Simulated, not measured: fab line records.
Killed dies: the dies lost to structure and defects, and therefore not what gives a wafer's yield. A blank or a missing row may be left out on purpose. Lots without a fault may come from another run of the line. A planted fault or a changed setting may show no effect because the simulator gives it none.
Problem report in the 8D (eight disciplines) form, filled by code + flow sky130 + the parts of the form that need people (team, actions taken, sign-off) are left out

1. THE PROBLEM
Wafers without a fault read 45, standard deviation 7.5; killed_at_M0_to_M3 at SKY_PAD_OPEN_PROBE_99 reads a mean of 92 on 6 wafers belonging to 2 lots. That puts it +6.3 standard deviations away from the usual mean.
Seen first at day 50 13:17 on prober-01, wafer L727.3. The record holds 12 wafers of 4 lots with a number at this step. Rule for "out", or "out of limits": more than 4 standard deviations from the usual mean. Any other wafer with a number is counted as sound.

2. WHAT IT IS, AND WHAT IT ISN'T
| question                    | is                     | is not                                                                                |
|-----------------------------|------------------------|---------------------------------------------------------------------------------------|
| which readings at this step | killed_at_M0_to_M3     | killed_at_M4_up, killedAtContacts, killedAtFrontEnd, killedAtOther, sort_bin_6_memory |
| which lots                  | L727, L728             | L713, L720                                                                            |
| which wafers of those lots  | all that have a number | -                                                                                     |
| read on which tools         | prober-01              | prober-02                                                                             |
| when                        | from day 50 13:17      | up to then (6 sound wafers)                                                           |

3. SUSPECTS, AND WHAT RULES EACH OUT
Counting: any tool at a process step up to the reading is kept as a suspect provided that every lot that is out went through it and no sound lot did after the first of them.
- rieMetal-02 at SKY_METAL2_METAL_ETCH_19 (etches the open film in Cl2/BCl3, stops on SiO2, target depth 360 nm, time 78 s): kept. All lots that are out passed through it, beginning with L727 at day 41 08:29, and no sound lot followed; its final sound lot before that point was L713 at day 36 20:59.
- prober-01 at SKY_PAD_OPEN_PROBE_99: kept. It ran every lot that is out, first L727 (day 50 13:17), and no sound lot after that. Out on those wafers are its own readings of killed_at_M0_to_M3.
Left after counting: rieMetal-02 at SKY_METAL2_METAL_ETCH_19, prober-01 at SKY_PAD_OPEN_PROBE_99.

4. THE CAUSE (what the simulator had put in)
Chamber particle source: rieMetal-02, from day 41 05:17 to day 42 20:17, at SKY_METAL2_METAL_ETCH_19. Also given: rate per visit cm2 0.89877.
Counting left 2 suspects, and this tool is among them.

5. SEQUENCE OF EFFECTS, ordered by route
One row per reading whose mean, taken over the struck wafers that have a number, lies over 3 standard deviations from the usual. Readings are gone through only where the record gives a usual standard deviation; hours: the median, over the lots, of the time from a lot's start at the first step in this table giving one to that lot's start at this step; sigmas: the change measured in usual standard deviations.
| hours | step                  | reading              | usual  | on struck wafers | change | sigmas |
|-------|-----------------------|----------------------|--------|------------------|--------|--------|
| 0     | SKY_PAD_OPEN_PROBE_99 | defectLimitedYield   | 82.3 % | 74.6             | -7.7   | -3.9   |
| 0     | SKY_PAD_OPEN_PROBE_99 | killed_at_M0_to_M3   | 45     | 92               | +47    | +6.3   |
| 0     | SKY_PAD_OPEN_PROBE_99 | killedDies           | 87     | 125              | +38    | +3.9   |
| 0     | SKY_PAD_OPEN_PROBE_99 | sort_bin_3_pad_short | 0.9 %  | 2.9              | +2.0   | +4.5   |
| 0     | SKY_PAD_OPEN_PROBE_99 | sort_bin_5_function  | 10.5 % | 15.8             | +5.3   | +3.5   |
| 0     | SKY_PAD_OPEN_PROBE_99 | sortNPass            | 405    | 367              | -38    | -3.9   |
| 0     | SKY_PAD_OPEN_PROBE_99 | sortYieldPct         | 82.3 % | 74.6             | -7.7   | -3.9   |
It contains these process steps:
- SKY_PAD_OPEN_PROBE_99

6. WHAT WOULD HAVE CAUGHT IT SOONER
First out-of-limits reading in this record: day 50 13:17, which is 224 hours after fault onset at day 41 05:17.
Tool readings at SKY_METAL2_METAL_ETCH_19 with a usual standard deviation given in the record: none out on any struck wafer, hence no alarm at a limit of 4 standard deviations on them.
Lots out: 2; all had begun SKY_METAL2_METAL_ETCH_19 on rieMetal-02 by day 50 13:17. None of them would have been spared by holding the tool at that moment.
